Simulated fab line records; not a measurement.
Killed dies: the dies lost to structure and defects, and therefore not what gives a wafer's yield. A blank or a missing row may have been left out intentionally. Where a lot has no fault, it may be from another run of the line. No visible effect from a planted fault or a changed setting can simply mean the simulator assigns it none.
Which tool was responsible? | flow sfq line | 48 wafers sampled from 16 lots at 1 step of a route of 325

== WHAT THE GAUGES SHOWED, per wafer ==
The record lacks any reading of a measuring or inspecting step that a usual standard deviation could be used to judge.

== WHICH TOOL RAN EACH LOT (tool, then ch and the chambers of the sampled wafers, then the start) ==
lot  | SFQ_TRILAYER_R5_LITHO_EXPOSE_137
L978 | krf scanner-01 ch 0, day 62 03:25
L979 | krf scanner-01 ch 0, day 62 08:25
L981 | krf scanner-01 ch 0, day 62 13:25
L982 | krf scanner-01 ch 0, day 62 16:25
L983 | krf scanner-02 ch 0, day 63 03:45
L984 | krf scanner-01 ch 0, day 63 12:04
L990 | krf scanner-01 ch 0, day 66 06:11
L991 | krf scanner-01 ch 0, day 66 09:23
L993 | krf scanner-02 ch 0, day 66 18:53
L994 | krf scanner-02 ch 0, day 66 22:41
L995 | krf scanner-02 ch 0, day 67 03:05
L996 | krf scanner-02 ch 0, day 67 11:29
L997 | krf scanner-02 ch 0, day 68 03:17
L999 | krf scanner-02 ch 0, day 68 18:56
L100 | krf scanner-02 ch 0, day 68 21:08
L101 | krf scanner-02 ch 0, day 69 04:32
- SFQ_TRILAYER_R5_LITHO_EXPOSE_137: exposes mask R5, target cd 500 nm.

== AS READ BY THE TOOLS THEMSELVES (means over the sampled wafers that have a number; for cases with no such wafer, the mark the record gives instead) ==
SFQ_TRILAYER_R5_LITHO_EXPOSE_137.
lot  | tool           | exposure dose mJ cm2
L978 | krf scanner-01 | 14.389
L979 | krf scanner-01 | 14.404
L981 | krf scanner-01 | 14.401
L982 | krf scanner-01 | 13.526
L983 | krf scanner-02 | 14.400
L984 | krf scanner-01 | 13.526
L990 | krf scanner-01 | 13.524
L991 | krf scanner-01 | 13.509
L993 | krf scanner-02 | 14.394
L994 | krf scanner-02 | 14.399
L995 | krf scanner-02 | 14.415
L996 | krf scanner-02 | 14.403
L997 | krf scanner-02 | 14.402
L999 | krf scanner-02 | 14.385
L100 | krf scanner-02 | 14.392
L101 | krf scanner-02 | 14.392

== THE ANSWER, worked out from the rows above alone ==
Rule: the lots themselves supply what counts as usual. Put in order of their means at a reading, lots are off if they are a third of the lots or fewer, leave a main group of 4 or more, and stand apart from it by a gap of 3 or more times the standard deviation of the main group's means; of several such gaps the widest counts. The tables above print the reading to a certain number of digits; a main group whose means all agree to those digits is not used. Also off: a lot with no number at a reading for which 4 or more lots have one. Any other lot the step has rows for is counted as sound. The gauges are gone through in route order, then the tools' own readings, and for those a lot's mean is taken as printed above. At the first step where some lot is off, the reading lying furthest off is the one used; lots without a number count as furthest.
Off: L982, L984, L990, L991, at SFQ_TRILAYER_R5_LITHO_EXPOSE_137 (exposure dose mJ cm2). The main group: mean 14.398, standard deviation 0.0077.
If a tool, at that step or one of the process steps before it, ran each lot that is off and ran no sound lot following the first of them, it fits. One candidate fits, namely krf scanner-01 at SFQ_TRILAYER_R5_LITHO_EXPOSE_137. Its last sound lot is L981 (day 62 13:25), its first lot that is off L982 (day 62 16:25): a fault that began between those two fits.
On the lots that are off, the tool's own readings at SFQ_TRILAYER_R5_LITHO_EXPOSE_137 differ by more than 5 times the standard deviation of the sound lots' means, which bears it out; exposure dose mJ cm2 reads 13.521 there versus 14.398 on the sound lots.

== WHAT THE SIMULATOR PUT IN ==
Process parameters drifting: krf scanner-01 at SFQ_TRILAYER_R5_LITHO_EXPOSE_137, beginning at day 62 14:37. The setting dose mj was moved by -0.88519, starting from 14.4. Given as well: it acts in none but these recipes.
Struck lots among those shown: L982, L984, L990, L991. The rule above found the same.
